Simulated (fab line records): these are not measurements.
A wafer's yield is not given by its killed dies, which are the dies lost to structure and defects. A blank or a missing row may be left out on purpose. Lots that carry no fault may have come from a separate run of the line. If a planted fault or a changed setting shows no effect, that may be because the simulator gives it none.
Which tool is to blame? / flow gf180mcu / 13 lots, 39 wafers sampled, at 3 steps of a route of 602

== WHAT THE GAUGES READ, wafer by wafer ==
GF_M2_OVL_MEAS_15.
lot=L881; measured=day 19 05:56; on=overlay-01; M2_OVL (nm)=13 3 5
lot=L882; measured=day 19 23:26; on=overlay-01; M2_OVL (nm)=0 -4 0
lot=L884; measured=day 20 17:14; on=overlay-02; M2_OVL (nm)=7 3 9
lot=L885; measured=day 21 02:32; on=overlay-02; M2_OVL (nm)=-8 -3 -6
lot=L888; measured=day 22 15:41; on=overlay-02; M2_OVL (nm)=11 4 7
lot=L889; measured=day 23 13:17; on=overlay-02; M2_OVL (nm)=9 -1 12
lot=L892; measured=day 23 22:14; on=overlay-02; M2_OVL (nm)=3 0 -6
lot=L893; measured=day 24 14:10; on=overlay-02; M2_OVL (nm)=5 4 4
lot=L894; measured=day 24 16:23; on=overlay-02; M2_OVL (nm)=-2 -6 -1
lot=L896; measured=day 25 01:17; on=overlay-02; M2_OVL (nm)=-1 -6 -9
lot=L898; measured=day 25 16:56; on=overlay-01; M2_OVL (nm)=12 5 -1
lot=L899; measured=day 25 23:35; on=overlay-01; M2_OVL (nm)=17 5 3
lot=L903; measured=day 27 03:15; on=overlay-02; M2_OVL (nm)=-3 2 -11

GF_V3_THK_MEAS_01.
lot=L881; measured=day 21 09:34; on=filmMetro-03; V3_CVD_00_THK (nm)=599 622 601
lot=L882; measured=day 22 01:54; on=filmMetro-04; V3_CVD_00_THK (nm)=586 592 586
lot=L884; measured=day 22 20:44; on=filmMetro-02; V3_CVD_00_THK (nm)=607 596 604
lot=L885; measured=day 23 04:48; on=filmMetro-02; V3_CVD_00_THK (nm)=586 606 589
lot=L888; measured=day 24 16:52; on=filmMetro-04; V3_CVD_00_THK (nm)=599 592 597
lot=L889; measured=day 25 13:28; on=filmMetro-03; V3_CVD_00_THK (nm)=590 585 591
lot=L892; measured=day 25 21:55; on=filmMetro-02; V3_CVD_00_THK (nm)=595 595 589
lot=L893; measured=day 26 12:28; on=filmMetro-03; V3_CVD_00_THK (nm)=587 594 595
lot=L894; measured=day 26 14:13; on=filmMetro-04; V3_CVD_00_THK (nm)=592 609 598
lot=L896; measured=day 26 23:10; on=filmMetro-02; V3_CVD_00_THK (nm)=593 593 590
lot=L898; measured=day 27 12:50; on=filmMetro-04; V3_CVD_00_THK (nm)=599 592 596
lot=L899; measured=day 27 19:30; on=filmMetro-04; V3_CVD_00_THK (nm)=609 593 592
lot=L903; measured=day 28 23:13; on=filmMetro-04; V3_CVD_00_THK (nm)=591 606 594

== WHAT TOOL EACH LOT RAN ON (gives the tool, then ch and the chambers of the sampled wafers, and finally the start) ==
lot=L881; GF_M1_DEVELOP_13=lithoTrack-01 ch 0, day 17 03:43
lot=L882; GF_M1_DEVELOP_13=lithoTrack-04 ch 0, day 17 18:28
lot=L884; GF_M1_DEVELOP_13=lithoTrack-03 ch 0, day 18 12:53
lot=L885; GF_M1_DEVELOP_13=lithoTrack-03 ch 0, day 18 22:04
lot=L888; GF_M1_DEVELOP_13=lithoTrack-04 ch 0, day 20 13:23
lot=L889; GF_M1_DEVELOP_13=lithoTrack-03 ch 0, day 21 10:31
lot=L892; GF_M1_DEVELOP_13=lithoTrack-01 ch 0, day 21 20:40
lot=L893; GF_M1_DEVELOP_13=lithoTrack-01 ch 0, day 22 13:37
lot=L894; GF_M1_DEVELOP_13=lithoTrack-01 ch 0, day 22 15:47
lot=L896; GF_M1_DEVELOP_13=lithoTrack-04 ch 0, day 23 01:29
lot=L898; GF_M1_DEVELOP_13=lithoTrack-03 ch 0, day 23 18:37
lot=L899; GF_M1_DEVELOP_13=lithoTrack-03 ch 0, day 24 00:13
lot=L903; GF_M1_DEVELOP_13=lithoTrack-03 ch 0, day 25 06:07
- GF_M1_DEVELOP_13: develop time 60 s.

== AS READ BY THE TOOLS THEMSELVES (means over the sampled wafers that have a number; for cases with no such wafer, the mark the record gives instead) ==
GF_M1_DEVELOP_13.
lot=L881; tool=lithoTrack-01; developerTempC (C)=20.94; exhaustPa (Pa)=44.0
lot=L882; tool=lithoTrack-04; developerTempC (C)=21.03; exhaustPa (Pa)=46.0
lot=L884; tool=lithoTrack-03; developerTempC (C)=20.92; exhaustPa (Pa)=44.0
lot=L885; tool=lithoTrack-03; developerTempC (C)=21.15; exhaustPa (Pa)=45.0
lot=L888; tool=lithoTrack-04; developerTempC (C)=21.15; exhaustPa (Pa)=44.1
lot=L889; tool=lithoTrack-03; developerTempC (C)=20.85; exhaustPa (Pa)=46.3
lot=L892; tool=lithoTrack-01; developerTempC (C)=20.99; exhaustPa (Pa)=45.5
lot=L893; tool=lithoTrack-01; developerTempC (C)=20.15; exhaustPa (Pa)=45.3
lot=L894; tool=lithoTrack-01; developerTempC (C)=20.06; exhaustPa (Pa)=44.7
lot=L896; tool=lithoTrack-04; developerTempC (C)=20.91; exhaustPa (Pa)=46.0
lot=L898; tool=lithoTrack-03; developerTempC (C)=20.99; exhaustPa (Pa)=45.3
lot=L899; tool=lithoTrack-03; developerTempC (C)=20.89; exhaustPa (Pa)=44.8
lot=L903; tool=lithoTrack-03; developerTempC (C)=20.97; exhaustPa (Pa)=43.7

== THE ANSWER, worked out from the rows above alone ==
Rule: usual is defined by the lots themselves. Put in order of their means at a reading, lots are off if they are a third of the lots or fewer, leave a main group of 4 or more, and stand apart from it by a gap of 3 or more times the standard deviation of the main group's means; of several such gaps the widest counts. A main group is skipped when, at the precision printed for the reading in the tables above, its means are all equal. Also off: a lot with no number at a reading for which 4 or more lots have one. All remaining lots with rows at the step are treated as sound. The gauges are gone through in route order, then the tools' own readings, and for those a lot's mean is taken as printed above. At the first step where some lot is off, the reading lying furthest off is the one used; lots without a number count as furthest.
Off: L893, L894, at GF_M1_DEVELOP_13 (developerTempC). Main group: mean 20.98 C, sd 0.093.
A tool fits if, at that step or a process step before it, it ran every lot that is off, and no sound lot after the first of them. One fits: GF_M1_DEVELOP_13 on lithoTrack-01. A fault onset in the window from L892 (day 21 20:40, its last sound lot) to L893 (day 22 13:37, its first lot off) fits.
The tool's own readings at GF_M1_DEVELOP_13 bear it out: on the lots that are off they differ by more than 5 times the standard deviation of the sound lots' means. developerTempC reads 20.10 C there against 20.98 C on the sound lots.

== WHAT THE SIMULATOR PUT IN ==
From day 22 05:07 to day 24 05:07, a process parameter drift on lithoTrack-01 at GF_M1_DEVELOP_13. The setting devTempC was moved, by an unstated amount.
Shown lots that were struck: L893, L894. Same finding as the rule above.
